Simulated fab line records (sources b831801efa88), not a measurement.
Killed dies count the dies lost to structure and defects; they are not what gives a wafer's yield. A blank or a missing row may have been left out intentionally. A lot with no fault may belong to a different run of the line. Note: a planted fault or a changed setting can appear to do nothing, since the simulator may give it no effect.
fab line records ; flow sky130
record: lots: 14; wafers: 42; lastDay: 50
route steps=708 shown METAL1@438 VIA1@460
lots with no fault: from the same line, run without faults
startH: the number of hours between the record's first day and the start of the first shown wafer of the lot ; waitH: hours since the lot's step before ; " identical to the entry in the row above ; L1.1+2: several wafers, shown together as one row ; - no value, or no start given ; * or withheld: withheld ; < > ~ a bound
route shown NAME@n: names a module that has steps shown in the file, with the first one's number in the route ; usual: average and standard deviation across the fault-free wafers ; same: alike in all rows ; chamber/n: place in a boat ; sites: each site's reading ; _std_site: their standard deviation ; _edge_site: inner sites' mean taken away from outer sites' mean ; radiusMm: for every site, how far away it sits from the centre of the wafer ; mask NAME#n: copy n ; behind: tool/chamber where the wafer was last shaped ; hold: why the lot was held/for how many hours/how that ended ; device: names the non-switching transistor (n, p or np) ; end of line: the tests these same wafers got at the end of their route ; where a step has no rows: the recipe by itself ; killed: dies that structure and defects cost at the first sort, which is not the same as the wafer's yield ; map: shows each die of a wafer: x if killed, . if not, _ if none is there
set.NAME: the setting that was run; set.NAME@STEP: the one run at that earlier step ; model.NAME: the simulator's own value behind a step, which no gauge read
one table for each step of the route and one row for each wafer, over a sample of lots
services: from which hour (startH, from the record's first day; less than 0 if before it) a tool's chamber was out of use, for how many hours, and why
== steps ==
step: SKY_METAL1_SPUTTER_04
recipe: material: TiN; targetThkNm: 70; powerW: 6500; timeS: 58.3; chamberPressurePa: 0.4
usual: throttleValvePct: 30.1/1.4
lot.wafer;tool;chamber;startH;waitH;throttleValvePct
L730.1;pvdSputter-01;-;739.51;0.0;31.1
L730.4;pvdSputter-01;-;739.51;0.0;30.1
L730.6;pvdSputter-01;-;739.51;0.0;29.7
L733.1;pvdSputter-01;-;777.42;0.0;30.9
L733.4;pvdSputter-01;-;777.42;0.0;29.8
L733.5;pvdSputter-01;-;777.42;0.0;30.9
L735.1;pvdSputter-04;-;778.00;0.0;29.6
L735.4;pvdSputter-04;-;778.00;0.0;32.2
L735.5;pvdSputter-04;-;778.00;0.0;28.7
L734.1;pvdSputter-02;-;779.36;0.0;31.4
L734.2;pvdSputter-02;-;779.36;0.0;29.2
L734.6;pvdSputter-02;-;779.36;0.0;29.2
L736.1;pvdSputter-01;-;803.07;0.0;31.1
L736.3;pvdSputter-01;-;803.07;0.0;29.7
L736.5;pvdSputter-01;-;803.07;0.0;31.0
L737.3;pvdSputter-02;-;815.51;0.0;30.4
L737.4;pvdSputter-02;-;815.51;0.0;28.9
L737.6;pvdSputter-02;-;815.51;0.0;30.5
L738.1;pvdSputter-01;-;816.40;0.0;30.8
L738.2;pvdSputter-01;-;816.40;0.0;31.2
L738.3;pvdSputter-01;-;816.40;0.0;29.3
L739.1;pvdSputter-04;-;824.23;0.0;29.3
L739.4;pvdSputter-04;-;824.23;0.0;32.3
L739.6;pvdSputter-04;-;824.23;0.0;27.3
L740.1;pvdSputter-02;-;832.02;0.0;30.3
L740.2;pvdSputter-02;-;832.02;0.0;29.2
L740.6;pvdSputter-02;-;832.02;0.0;30.6
L741.4;pvdSputter-04;-;832.72;0.0;32.3
L741.5;pvdSputter-04;-;832.72;0.0;32.3
L741.6;pvdSputter-04;-;832.72;0.0;29.6
L747.3;pvdSputter-01;-;883.56;0.0;31.0
L747.5;pvdSputter-01;-;883.56;0.0;31.0
L747.6;pvdSputter-01;-;883.56;0.0;30.1
L748.2;pvdSputter-01;-;885.16;0.0;31.2
L748.3;pvdSputter-01;-;885.16;0.0;30.1
L748.5;pvdSputter-01;-;885.16;0.0;30.3
L750.1;pvdSputter-04;-;904.63;0.0;28.7
L750.4;pvdSputter-04;-;904.63;0.0;27.1
L750.6;pvdSputter-04;-;904.63;0.0;29.4
L752.1;pvdSputter-04;-;911.62;0.0;32.2
L752.2;pvdSputter-04;-;911.62;0.0;29.1
L752.4;pvdSputter-04;-;911.62;0.0;27.3
step: SKY_METAL1_DESCUM_17
recipe: chemistry: O2; sourcePowerW: 150; biasPowerW: 0; pressureMtorr: 10; tempC: 40; timeS: 8
usual: drypumpMotorCurrentA: 5.7/0.54; oesProductAu: 1.001/0.012
lot.wafer;tool;chamber;startH;waitH;drypumpMotorCurrentA;oesProductAu;rfHoursCounterH
L730.1;rieMetal-03;1;767.32;0.0;5.4;0.999;15
L730.4;rieMetal-03;1;767.32;0.0;5.4;1.003;-
L730.6;rieMetal-03;1;767.32;0.0;5.5;0.998;-
L733.1;rieMetal-02;1;803.55;0.0;6.5;1.011;4
L733.4;rieMetal-02;0;803.55;0.0;5.4;0.976;-
L733.5;rieMetal-02;1;803.55;0.0;6.5;1.011;-
L735.1;rieMetal-04;1;804.47;0.0;6.3;0.999;10
L735.4;rieMetal-04;1;804.47;0.0;6.3;0.996;-
L735.5;rieMetal-04;1;804.47;0.0;6.2;1.010;-
L734.1;rieMetal-03;0;805.99;0.0;5.7;1.002;1
L734.2;rieMetal-03;0;805.99;0.0;5.7;1.011;-
L734.6;rieMetal-03;0;805.99;0.0;5.7;1.007;-
L736.1;rieMetal-03;1;830.23;0.0;5.4;0.989;1
L736.3;rieMetal-03;1;830.23;0.0;5.5;0.991;-
L736.5;rieMetal-03;1;830.23;0.0;5.5;0.985;-
L737.3;rieMetal-04;0;841.63;0.0;5.0;1.014;-
L737.4;rieMetal-04;1;841.63;0.0;6.3;1.011;-
L737.6;rieMetal-04;1;841.63;0.0;6.2;0.997;-
L738.1;rieMetal-03;0;843.17;0.0;5.7;1.002;3
L738.2;rieMetal-03;1;843.17;0.0;5.5;0.990;1
L738.3;rieMetal-03;0;843.17;0.0;5.7;1.010;-
L739.1;rieMetal-02;1;850.92;0.0;6.5;1.021;5
L739.4;rieMetal-02;0;850.92;0.0;5.4;0.985;-
L739.6;rieMetal-02;1;850.92;0.0;6.5;1.011;-
L740.1;rieMetal-04;1;858.10;0.0;6.2;1.008;12
L740.2;rieMetal-04;0;858.10;0.0;5.0;1.001;3
L740.6;rieMetal-04;0;858.10;0.0;5.0;1.007;-
L741.4;rieMetal-03;0;858.76;0.0;5.7;0.998;-
L741.5;rieMetal-03;1;858.76;0.0;5.4;0.984;-
L741.6;rieMetal-03;0;858.76;0.0;5.8;1.002;-
L747.3;rieMetal-02;0;909.03;0.0;5.4;0.983;-
L747.5;rieMetal-02;1;909.03;0.0;6.5;1.018;-
L747.6;rieMetal-02;0;909.03;0.0;5.4;0.988;-
L748.2;rieMetal-04;0;910.57;0.0;5.0;1.005;5
L748.3;rieMetal-04;1;910.57;0.0;6.2;1.010;-
L748.5;rieMetal-04;0;910.57;0.0;5.0;1.013;-
L750.1;rieMetal-02;0;930.22;0.0;5.4;0.978;6
L750.4;rieMetal-02;1;930.22;0.0;6.5;1.006;-
L750.6;rieMetal-02;0;930.22;0.0;5.4;0.977;-
L752.1;rieMetal-02;1;937.34;0.0;6.5;1.020;9
L752.2;rieMetal-02;0;937.34;0.0;5.4;0.974;7
L752.4;rieMetal-02;1;937.34;0.0;6.5;1.009;-
step: SKY_VIA1_CMP_02
recipe: material: SiO2; downForcePsi: 4; platenRpm: 60; padVelocityMS: 0.94248
usual: edgeZonePressureFrac: 0.999/0.0053; headPressurePsi: 4.000/0.0086; motorCurrentA: 12.2/0.58
lot.wafer;tool;chamber;startH;waitH;edgeZonePressureFrac;headPressurePsi;motorCurrentA
L730.1;cmp-02;0;768.51;0.1;0.991;3.997;12.1
L730.4;cmp-02;2;768.51;0.1;0.999;4.000;12.9
L730.6;cmp-02;3;768.51;0.1;1.002;4.012;12.6
L733.1;cmp-01;3;804.50;0.1;1.006;3.996;12.4
L733.4;cmp-01;2;804.50;0.1;1.004;3.994;12.2
L733.5;cmp-01;3;804.50;0.1;0.998;4.003;12.9
L735.4;cmp-02;3;805.42;0.0;0.992;4.002;12.6
L735.1;cmp-02;2;805.42;0.0;0.997;4.013;12.5
L735.5;cmp-02;3;805.42;0.0;0.995;4.006;12.8
L734.2;cmp-02;1;807.22;0.1;0.996;4.010;11.7
L734.1;cmp-02;2;807.22;0.1;0.997;4.009;12.6
L734.6;cmp-02;3;807.22;0.1;1.011;3.991;12.6
L736.3;cmp-02;3;831.32;0.1;1.008;4.005;12.7
L736.1;cmp-02;0;831.32;0.1;0.986;3.995;12.3
L736.5;cmp-02;1;831.32;0.1;0.999;3.998;12.4
L737.3;cmp-02;0;842.65;0.1;1.003;4.018;12.0
L737.4;cmp-02;2;842.65;0.1;0.994;4.005;12.0
L737.6;cmp-02;0;842.65;0.1;1.004;4.015;12.1
L738.1;cmp-01;2;844.12;0.1;1.012;3.994;12.1
L738.3;cmp-01;3;844.12;0.1;0.995;4.006;12.3
L738.2;cmp-01;0;844.12;0.1;0.998;3.992;12.0
L739.1;cmp-02;3;851.88;0.1;0.995;3.992;13.4
L739.4;cmp-02;1;851.88;0.1;0.998;3.999;12.0
L739.6;cmp-02;0;851.88;0.1;0.999;3.999;11.9
L740.2;cmp-02;2;859.07;0.0;1.006;4.010;12.6
L740.1;cmp-02;0;859.07;0.0;0.997;3.990;12.4
L740.6;cmp-02;3;859.07;0.0;0.985;4.000;13.2
L741.4;cmp-01;0;859.77;0.1;0.996;4.005;11.1
L741.5;cmp-01;3;859.77;0.1;1.002;4.001;13.1
L741.6;cmp-01;0;859.77;0.1;0.995;4.011;11.2
L747.3;cmp-01;2;910.12;0.2;0.996;4.012;11.9
L747.5;cmp-01;3;910.12;0.2;0.998;3.996;12.3
L747.6;cmp-01;0;910.12;0.2;0.996;4.012;11.1
L748.3;cmp-01;0;911.63;0.1;0.992;4.005;11.2
L748.2;cmp-01;1;911.63;0.1;0.991;4.002;11.7
L748.5;cmp-01;2;911.63;0.1;0.999;4.001;11.9
L750.4;cmp-01;1;931.17;0.0;0.997;4.001;12.0
L750.1;cmp-01;0;931.17;0.0;0.990;3.985;11.6
L750.6;cmp-01;1;931.17;0.0;0.994;3.998;11.8
L752.2;cmp-02;2;938.69;0.1;0.996;4.005;12.0
L752.4;cmp-02;3;938.69;0.1;0.999;3.992;13.1
L752.1;cmp-02;0;938.69;0.1;1.011;3.995;12.5
step: SKY_VIA1_CMP_24
recipe: stopOn: SiO2; tOverpolishS: 15; downForcePsi: 3.5; platenRpm: 60; targetThkNm: 0; padVelocityMS: 0.94248
usual: edgeZonePressureFrac: 1.001/0.0048; headPressurePsi: 3.502/0.0075; motorCurrentA: 11.2/0.58; overpolishRunS: 15.000/0.0091; timeToEndpointS: 68/3.4
lot.wafer;tool;chamber;startH;waitH;edgeZonePressureFrac;headPressurePsi;motorCurrentA;overpolishRunS;timeToEndpointS
L730.1;cmp-01;3;797.29;0.3;0.999;3.495;12.0;15.005;68
L730.4;cmp-01;1;797.29;0.3;1.008;3.498;10.7;14.997;68
L730.6;cmp-01;2;797.29;0.3;1.005;3.503;11.0;14.991;73
L733.1;cmp-01;2;832.58;0.1;1.001;3.496;11.2;14.989;69
L733.4;cmp-01;3;832.58;0.1;1.003;3.499;11.7;15.002;65
L733.5;cmp-01;2;832.58;0.1;1.001;3.519;10.7;15.009;67
L735.1;cmp-02;1;834.05;0.1;1.001;3.493;10.8;14.994;72
L735.4;cmp-02;2;834.05;0.1;1.003;3.489;11.4;14.990;64
L735.5;cmp-02;0;834.05;0.1;0.995;3.491;11.6;15.000;67
L734.2;cmp-02;3;835.13;0.1;0.992;3.502;11.9;14.991;66
L734.1;cmp-02;0;835.13;0.1;0.999;3.508;11.0;15.005;69
L734.6;cmp-02;2;835.13;0.1;0.998;3.505;11.4;14.981;63
L736.1;cmp-01;0;859.05;0.1;0.997;3.500;10.3;15.012;68
L736.3;cmp-01;3;859.05;0.1;0.997;3.497;11.8;14.986;67
L736.5;cmp-01;0;859.05;0.1;1.007;3.498;10.4;14.998;68
L737.4;cmp-02;0;870.14;0.1;1.005;3.511;11.2;14.995;73
L737.3;cmp-02;2;870.14;0.1;0.998;3.516;11.7;14.991;67
L737.6;cmp-02;3;870.14;0.1;1.002;3.510;12.0;15.017;69
L738.1;cmp-02;2;872.45;0.1;1.003;3.513;11.8;15.005;63
L738.3;cmp-02;3;872.45;0.1;0.995;3.493;11.4;15.008;63
L738.2;cmp-02;0;872.45;0.1;1.005;3.513;11.9;15.001;68
L739.1;cmp-02;1;879.45;0.1;1.001;3.484;11.0;15.019;72
L739.4;cmp-02;0;879.45;0.1;0.994;3.498;10.9;14.977;71
L739.6;cmp-02;2;879.45;0.1;1.005;3.511;12.2;15.001;64
L740.1;cmp-01;1;886.55;0.1;1.011;3.499;10.7;15.004;68
L740.2;cmp-01;3;886.55;0.1;1.008;3.512;12.4;14.997;64
L740.6;cmp-01;2;886.55;0.1;1.005;3.499;10.7;15.009;68
L741.4;cmp-01;2;887.03;0.1;0.999;3.510;11.3;15.003;65
L741.6;cmp-01;1;887.03;0.1;0.998;3.514;11.0;15.007;65
L741.5;cmp-01;2;887.03;0.1;0.998;3.504;10.7;14.993;66
L747.3;cmp-01;0;936.93;0.0;-;-;-;-;-
L747.6;cmp-01;0;936.93;0.0;-;-;-;-;-
L747.5;cmp-01;1;936.93;0.0;-;-;-;-;-
L748.2;cmp-01;1;938.63;0.0;-;-;-;-;-
L748.3;cmp-01;0;938.63;0.0;-;-;-;-;-
L748.5;cmp-01;2;938.63;0.0;-;-;-;-;-
L750.4;cmp-02;1;957.91;0.1;1.000;3.500;10.8;14.998;70
L750.1;cmp-02;3;957.91;0.1;1.007;3.508;11.7;15.004;61
L750.6;cmp-02;1;957.91;0.1;0.997;3.503;11.6;15.010;70
L752.4;cmp-02;0;965.23;0.1;0.995;3.497;11.7;14.998;65
L752.1;cmp-02;1;965.23;0.1;1.000;3.508;11.1;14.999;67
L752.2;cmp-02;2;965.23;0.1;1.007;3.506;11.6;14.999;62
== services ==
tool;chamber;startH;hours;kind
cmp-02;-;716.44;11.6;pm
cmp-01;-;737.57;0.2;repair
cmp-01;-;741.56;22.3;repair
cmp-01;-;763.89;4.0;pm
cmp-02;-;784.41;0.7;repair
rieMetal-02;-;819.62;28.1;pm
cmp-01;-;829.29;0.4;repair
pvdSputter-04;-;837.54;0.6;repair
cmp-01;-;840.09;3.4;pm
rieMetal-03;-;849.98;1.0;repair
rieMetal-03;-;874.15;14.6;pm
pvdSputter-04;-;884.93;7.9;repair
rieMetal-04;-;888.93;14.6;pm
rieMetal-03;-;892.46;1.4;pm
pvdSputter-04;-;893.58;7.7;repair
pvdSputter-02;-;902.18;57.1;repair
cmp-02;-;912.26;4.0;pm
cmp-02;-;916.26;-;consumableReplace:conditioner
cmp-02;-;916.26;-;consumableReplace:pad
cmp-01;-;926.40;1.8;repair
pvdSputter-04;-;935.92;1.0;repair
pvdSputter-02;-;949.78;5.9;repair
cmp-01;-;951.83;0.8;repair
cmp-01;-;958.23;2.0;repair
== key ==
firstSign: step: SKY_VIA1_CMP_24; reading: toolRecord; direction: missing
effect none on later readings
metAt SKY_VIA1_CMP_24
struckLots L747,L748
laterRowsLeftOut L747.3,L747.5,L747.6,L748.2,L748.3,L748.5
sortLeftOut L747.3,L747.5,L747.6,L748.2,L748.3,L748.5
notActingAt SKY_METAL1_SPUTTER_04,SKY_METAL1_DESCUM_17,SKY_VIA1_CMP_02
onsetBetween 887.03 936.93
fault: kind: skippedStepWhole; tool: cmp-01; chamber: -; onsetH: 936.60; steps: SKY_VIA1_CMP_24; scope: struckLotsOnly
sortLeftOut: the simulated sort isn't trusted on such a fault, so these wafers' sort isn't shown, and their yield isn't known
laterRowsLeftOut: the simulator's readings of these wafers behind a module that went badly wrong aren't trusted and aren't shown, but for the sort
